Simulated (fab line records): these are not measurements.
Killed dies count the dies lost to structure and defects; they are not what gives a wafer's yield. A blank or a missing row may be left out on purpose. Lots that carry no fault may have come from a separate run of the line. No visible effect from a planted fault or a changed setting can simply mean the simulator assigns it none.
A lot that was struck, set against a sound lot :: flow gf180mcu :: 21 steps out of a route of 602
Sound: these wafers, L943.3, L943.5, L943.6. Struck: wafers L954.2, L954.4, L954.5. The cause is named last.
Per side, at each step with rows, come the tool, then ch with its chambers, and then its first start. Under that, the readings that differ: sound wafers :: struck wafers :: difference of the means :: sigmas: that difference in standard deviations of wafers without a fault.
alike: same words and numbers on both sides, and readings whose means sit less than 2 such deviations apart. not compared: any withheld reading, any reading some wafer has no value for, any bound like >300 that may hide the same value, and any number with overlapping values for which the record gives no deviation.
The two part at a step that has a row with sigmas, a row that says differs or no value, or rows on one side only. Numbers that have no deviation but don't overlap get no sigmas and don't part them. A reading that every wafer of one side lacks parts them only if that side has two wafers or more.

GF_TOP_METAL_CD_MEAS_14 targets a cd of 440 nm.
  sound on cd_sem-02 at day 28 17:47; struck on cd_sem-02 at day 31 19:16
  alike: cd_nm
GF_TOP_METAL_OVL_MEAS_15:
  sound on overlay-01 at day 28 17:53; struck on overlay-02 at day 31 19:23
  alike: TOP_METAL_OVL
GF_TOP_METAL_METAL_ETCH_16: etches the open film in Cl2/BCl3, stops on SiO2, target depth 1197 nm, time 199.5 s.
  sound on rie_metal-01 ch 0,1, day 28 17:58; struck on rie_metal-01 ch 0,1, day 31 19:25
  alike: drypump_motor_current_A, oes_product_au, throttle_valve_pct
  not compared: rf_hours_counter_h
GF_TOP_METAL_STRIP_17: strips in O2/N2.
  sound on plasma_asher-01 ch 0,1, day 28 18:08; struck on plasma_asher-02 ch 0,1, day 31 19:36
  alike: drypump_motor_current_A, heater_power_w, oes_product_au, platen_temp_c, strip_time_to_endpoint_s
  not compared: rf_hours_counter_h
then, 2 steps without rows for these wafers: GF_TOP_METAL_STRIP_18 (strips in post etch residue remover, time 1200 s); GF_TOP_METAL_CLEAN_19 (cleans in DIW).
GF_PASSIVATION_CVD_00: deposits SiO2 from TEOS, target thk 1000 nm, time 111.95 s.
  sound on pecvd-01 ch 0,1, day 28 18:38; struck on pecvd-04 ch 0,1,2, day 31 20:08
  alike: heater_power_w
GF_PASSIVATION_THK_MEAS_01:
  sound on film_metro-02 at day 28 18:44; struck on film_metro-02 at day 31 20:13
  alike: PASSIVATION_CVD_00_THK
GF_PASSIVATION_CVD_02: deposits Si3N4, target thk 700 nm, time 486.18 s.
  sound on pecvd-03 ch 0,1,2, day 28 18:46; struck on pecvd-01 ch 0,1,2, day 31 20:16
  alike: heater_power_w
GF_PASSIVATION_THK_MEAS_03:
  sound on film_metro-04 at day 28 19:05; struck on film_metro-01 at day 31 20:34
  alike: PASSIVATION_CVD_02_THK
then, 2 steps without rows for these wafers: GF_PASSIVATION_DEHYDRATE_04 (time 60 s); GF_PASSIVATION_HMDS_05 (prime time 60 s).
GF_PASSIVATION_COAT_06: resist thk 4000 nm.
  sound on litho_track-02 ch 0, day 29 03:53; struck on litho_track-02 ch 0, day 32 05:07
reading: model.coat_of_PASSIVATION_COAT_06.thk_nm (nm)
sound: 3988 3986 3989
struck: 4132 4122 4127
difference: +139
sigmas: 
then, 4 steps without rows for these wafers: GF_PASSIVATION_SOFTBAKE_07; GF_PASSIVATION_EXPOSE_08 (exposes mask Pad, target cd 40000 nm); GF_PASSIVATION_PEB_09; GF_PASSIVATION_DEVELOP_10 (develop time 60 s).
GF_PASSIVATION_ETCH_11: etches the open film in CF4/O2, stops on TiN, target depth 2040 nm, time 453.3 s.
  sound on rie_diel-03 ch 0,1,3, day 29 13:36; struck on rie_diel-04 ch 0,2,3, day 32 13:39
reading: model.coat_of_PASSIVATION_COAT_06.thk_nm (nm)
sound: 2615 2644 2607
struck: 2751 2744 2744
difference: +124
sigmas: 
  alike: drypump_motor_current_A, oes_product_au, throttle_valve_pct
  not compared: rf_hours_counter_h
GF_PASSIVATION_STRIP_12: strips in O2/N2.
  sound on plasma_asher-03 ch 0,1, day 29 13:54; struck on plasma_asher-04 ch 0,1, day 32 13:55
reading: strip_time_to_endpoint_s (s)
sound: 32.66 32.99 32.57
struck: 34.19 34.14 34.15
difference: +1.42
sigmas: +5
  alike: drypump_motor_current_A, heater_power_w, oes_product_au, platen_temp_c
  not compared: rf_hours_counter_h
then, 2 steps without rows for these wafers: GF_PASSIVATION_ANNEAL_13 (time 1800 s); GF_PASSIVATION_PROBE_99.

## WHERE THEY PART
GF_PASSIVATION_STRIP_12 only, going by this record.

WHY: what had been put in by the simulator
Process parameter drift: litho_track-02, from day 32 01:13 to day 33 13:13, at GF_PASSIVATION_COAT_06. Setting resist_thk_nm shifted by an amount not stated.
